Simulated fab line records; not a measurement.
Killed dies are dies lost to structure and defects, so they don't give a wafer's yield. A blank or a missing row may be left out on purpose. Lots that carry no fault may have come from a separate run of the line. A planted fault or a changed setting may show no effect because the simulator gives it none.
Check for tools in common + flow gf180mcu + Sampled: 12 lots, 36 wafers

== REASON FOR OPENING ==
GF_MVSD_TW_MEAS_11, reading MVSD_TW: flagged on 1 of 12 lots. No-fault wafers: 1580, standard deviation 15.
Rule: a lot gets a flag if all its wafers with a number sit over 4 standard deviations from that mean, or if no wafer of it has a number. As for the other lots, they are considered sound.

| lot  | measured    | on           | MVSD_TW, wafer by wafer | flag    |
|------|-------------|--------------|-------------------------|---------|
| L262 | day 4 16:19 | filmMetro-03 | 1573 1570 1569          |         |
| L263 | day 4 19:43 | filmMetro-03 | 1572 1576 1579          |         |
| L264 | day 5 01:29 | filmMetro-03 | 1564 1562 1568          |         |
| L271 | day 6 19:04 | filmMetro-02 | 30 30 30                | FLAGGED |
| L275 | day 7 15:41 | filmMetro-01 | 1599 1590 1598          |         |
| L276 | day 7 19:40 | filmMetro-01 | 1598 1598 1604          |         |
| L277 | day 8 02:10 | filmMetro-03 | 1559 1567 1563          |         |
| L278 | day 8 06:55 | filmMetro-03 | 1557 1569 1566          |         |
| L279 | day 8 12:39 | filmMetro-02 | 1573 1571 1575          |         |
| L282 | day 9 06:17 | filmMetro-01 | 1603 1597 1601          |         |
| L284 | day 9 18:00 | filmMetro-01 | 1593 1602 1603          |         |
| L285 | day 9 23:14 | filmMetro-01 | 1596 1596 1596          |         |
The numbers of the flagged lots are 30 on average: -1550 against the usual, or -99 or more standard deviations.

== EACH LOT AND THE TOOL IT RAN ON ==
The record keeps 1 process step preceding the reading, out of 602 steps on the route. Every cell lists first the tool, next ch and the chambers used by the sampled wafers, and last the start.
| lot  | flag    | GF_MVSD_EXPOSE_04                 |
|------|---------|-----------------------------------|
| L262 |         | ilineStepper-02 ch 0, day 4 09:09 |
| L263 |         | ilineStepper-02 ch 0, day 4 12:41 |
| L264 |         | ilineStepper-01 ch 0, day 4 18:53 |
| L271 | FLAGGED | ilineStepper-01 ch 0, day 6 11:07 |
| L275 |         | ilineStepper-02 ch 0, day 7 07:49 |
| L276 |         | ilineStepper-02 ch 0, day 7 11:20 |
| L277 |         | ilineStepper-01 ch 0, day 7 17:46 |
| L278 |         | ilineStepper-01 ch 0, day 7 22:24 |
| L279 |         | ilineStepper-01 ch 0, day 8 04:36 |
| L282 |         | ilineStepper-02 ch 0, day 8 21:47 |
| L284 |         | ilineStepper-01 ch 0, day 9 09:31 |
| L285 |         | ilineStepper-01 ch 0, day 9 14:37 |
What the steps here do:
- GF_MVSD_EXPOSE_04: exposes mask MVSD, target cd 1000 nm.
- GF_MVSD_TW_MEAS_11

== FLAGGED AGAINST TOTAL, ONE TOOL AT A TIME (gauges that did the reading follow at the end) ==
| step               | tool            | lots run | flagged | share of the flagged lots | sound lots run after its first flagged lot |
|--------------------|-----------------|----------|---------|---------------------------|--------------------------------------------|
| GF_MVSD_EXPOSE_04  | ilineStepper-01 | 7        | 1       | all                       | 5 (L277,L278,L279,L284,L285)               |
| GF_MVSD_EXPOSE_04  | ilineStepper-02 | 5        | 0       | none                      | -                                          |
| GF_MVSD_TW_MEAS_11 | filmMetro-01    | 5        | 0       | none                      | -                                          |
| GF_MVSD_TW_MEAS_11 | filmMetro-02    | 2        | 1       | all                       | 1 (L279)                                   |
| GF_MVSD_TW_MEAS_11 | filmMetro-03    | 5        | 0       | none                      | -                                          |

== WHAT IS ALLOWED BY THE TABLE ==
Rows of the table that ran all the flagged lots, 2 in number: ilineStepper-01 at GF_MVSD_EXPOSE_04; filmMetro-02 at GF_MVSD_TW_MEAS_11.
- ilineStepper-01 at GF_MVSD_EXPOSE_04 ran 7 lots, 1 of them flagged. Sound lots followed the first flagged one (L277, L278, L279, L284, L285) on it, something a lasting fault affecting the whole tool could not allow.
- filmMetro-02 at GF_MVSD_TW_MEAS_11 ran 2 lots, 1 of them flagged. Sound lots followed the first flagged one (L279) on it, something a lasting fault affecting the whole tool could not allow.
Not one row of the table ran every flagged lot while running no sound lot after the first.

== WHAT WAS PUT IN BY THE SIMULATOR ==
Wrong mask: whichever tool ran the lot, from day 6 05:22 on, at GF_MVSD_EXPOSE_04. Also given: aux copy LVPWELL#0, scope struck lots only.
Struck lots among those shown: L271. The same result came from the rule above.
